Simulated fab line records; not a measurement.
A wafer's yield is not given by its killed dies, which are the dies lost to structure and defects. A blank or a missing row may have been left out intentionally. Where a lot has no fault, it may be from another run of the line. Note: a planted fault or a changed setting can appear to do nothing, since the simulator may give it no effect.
A struck lot beside a sound one || flow gf180mcu || 3 out of 602 route steps
Sound: these wafers, L620.1, L620.2, L620.6. Wafers L629.2, L629.4, L629.5 were the ones struck. The cause is given at the end.
At each step with rows: each side's tool, then ch and its chambers, then its first start. Under that, the readings that differ: sound wafers || struck wafers || difference of the means || sigmas: that difference in standard deviations of wafers without a fault.
alike: readings whose means differ by less than 2 such deviations, and words and numbers that are the same on both sides. not compared: withheld readings, readings that some wafer has no value for, bounds like >300 that may hide the same value, and numbers for which the record gives no deviation and whose values overlap.
A row with sigmas, a row that says differs or no value, or rows on one side alone: a step with any of these is where the two part. Numbers that don't overlap but have no deviation are shown without sigmas and don't part them. A reading missing from all wafers of one side parts the sides only when that side holds two or more wafers.

GF_STI_BOW_MEAS_00:
  struck on filmMetro-04, day 3 07:01; sound on filmMetro-02, day 1 10:00
  alike: INCOMING_BOW
GF_STI_OXIDATION_01: stabilise 600 s, purge 300 s, target thk 10 nm.
  sound on furnace-02 ch 0, day 1 10:07; struck on furnace-02, day 3 08:20
  no value came back on the struck wafers for oxTempC (C), oxTempCMax, spikeTcBottomC (C), zonePowerLowerPct (%); on the sound wafers oxTempC (C) reads 899.9 900.0 900.1
then, 1 step without rows for these wafers: GF_STI_CVD_03 (deposits Si3N4 from DCS/NH3, target thk 207.16 nm, time 3551 s).

WHERE THEY PART
Only at GF_STI_OXIDATION_01, within this record.

WHY: what the simulator had put in
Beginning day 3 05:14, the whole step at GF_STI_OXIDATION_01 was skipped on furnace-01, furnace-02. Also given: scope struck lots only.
